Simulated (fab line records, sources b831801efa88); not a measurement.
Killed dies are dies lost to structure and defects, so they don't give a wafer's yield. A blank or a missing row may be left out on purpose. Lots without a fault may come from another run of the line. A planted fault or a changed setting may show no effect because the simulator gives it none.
One fault seen from 2 desks | flow gf180mcu | each desk has only its own numbers; what lay behind them comes last

THE METROLOGY DESK
What the gauges read, lot by lot, whatever tool the lot ran on: means of the sampled wafers that have a number. A lot is out of limits, marked OUT, if its mean lies more than 4 standard deviations from the usual mean; the brackets give that distance.
Columns: A = V2_BOW at GF_V2_BOW_MEAS_05, usual 99 um
lot  | first seen here | A
L558 | day 20 02:32    | 93
L560 | day 20 20:50    | 98
L562 | day 21 02:03    | 95
L570 | day 24 00:17    | 110
L571 | day 24 01:46    | 98
L572 | day 24 03:06    | 105
L573 | day 24 16:52    | 102
L574 | day 24 22:40    | 98
L575 | day 25 08:02    | 98
L576 | day 25 15:08    | 99
L577 | day 25 18:18    | 99
L579 | day 26 07:45    | 100
L581 | day 26 20:48    | 108
This desk's finding: nothing out of limits on any of the 13 lots.

THE TOOL OWNER'S DESK: wet_bench-04
The tool's own readings at GF_M2_STRIP_18 (strips in post etch residue remover, time 1200 s): means of the sampled wafers that have a number, for each lot that ran on this tool. A lot is out of limits, marked OUT, if its mean lies more than 4 standard deviations from the usual mean; the brackets give that distance.
Columns: A = run_length_s at GF_M2_STRIP_18, usual 1228 s
lot  | first seen here | A
L558 | day 20 01:30    | 1224
L560 | day 20 19:48    | 1142 (-21) OUT
L572 | day 24 02:06    | 1226
L577 | day 25 17:16    | 1232
This desk's finding: out of limits on L560; first on L560, day 20 19:48 (run_length_s at GF_M2_STRIP_18). In limits: L558, L572, L577.

PUT TOGETHER
The tool owner's desk could have raised an alarm at day 20 19:48, on L560.
The metrology desk saw nothing out of limits.
The metrology desk has L560 on record, within its limits.
Of the lots named, all ran GF_M2_STRIP_18 on wet_bench-04.

WHAT THE SIMULATOR HAD PUT IN
Process parameter drift: wet_bench-04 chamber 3, from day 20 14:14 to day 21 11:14, at GF_M2_STRIP_18. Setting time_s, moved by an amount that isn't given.
Lots struck among those shown: L560.
Hours from the fault's start to each desk's first reading out of limits: the tool owner's desk, 6.
